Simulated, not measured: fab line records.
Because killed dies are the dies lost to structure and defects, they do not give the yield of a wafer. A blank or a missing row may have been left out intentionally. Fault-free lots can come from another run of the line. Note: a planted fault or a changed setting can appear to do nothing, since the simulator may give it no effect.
Matching of chambers | flow gf180mcu | GF_V4_CMP_04 on cmp-01 has 4 sister chambers
The step polishes SiO2. 4 wafers are shown with their chamber, then 12 later ones without.

## EACH WAFER AND ITS CHAMBER
wafer  | chamber | motor_current_A (A)
L089.1 | 3       | 12.5
L092.4 | 2       | 12.2
L092.5 | 1       | 11.4
L092.6 | 0       | 11.6

## WAFERS WITHOUT THEIR CHAMBER
wafer  | motor_current_A (A)
L094.2 | 12.2
L094.4 | 11.8
L094.6 | 12.5
L095.2 | 11.0
L095.5 | 12.7
L095.6 | 11.6
L096.4 | 12.4
L096.5 | 12.1
L096.6 | 12.0
L091.1 | 11.4
L091.2 | 12.2
L091.6 | 12.2

## THE CHAMBER EACH PASSED THROUGH
wafer  | from the rows above          | in truth
L094.2 | can't be placed: 2 or 3      | 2
L094.4 | can't be placed: 0 or 2 or 1 | 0
L094.6 | can't be placed: 3 or 2      | 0
L095.2 | can't be placed: 1 or 0      | 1
L095.5 | can't be placed: 3 or 2      | 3
L095.6 | can't be placed: 0 or 1      | 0
L096.4 | can't be placed: 3 or 2      | 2
L096.5 | can't be placed: 2 or 3      | 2
L096.6 | can't be placed: 2 or 0 or 3 | 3
L091.1 | can't be placed: 1 or 0      | 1
L091.2 | can't be placed: 2 or 3      | 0
L091.6 | can't be placed: 2 or 3      | 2
0 of 12 placed correctly. From these rows, 12 cannot be placed; in 10 the true chamber is one of the candidates. Number placed wrongly: 0.
How it was worked out, from the rows above alone: a wafer's distance from a chamber is the root of the sum, over the readings, of the square of ((its reading less the chamber's mean) divided by the reading's scatter). If the next closest chamber is less than 2 further off than the closest, the wafer can't be placed; otherwise it belongs to the closest. Each chamber's mean is taken over the wafers shown for it. The scatter (one wafer shown for each chamber): square how far every hidden wafer sits from the nearest shown wafer, average those squares and take the square root.
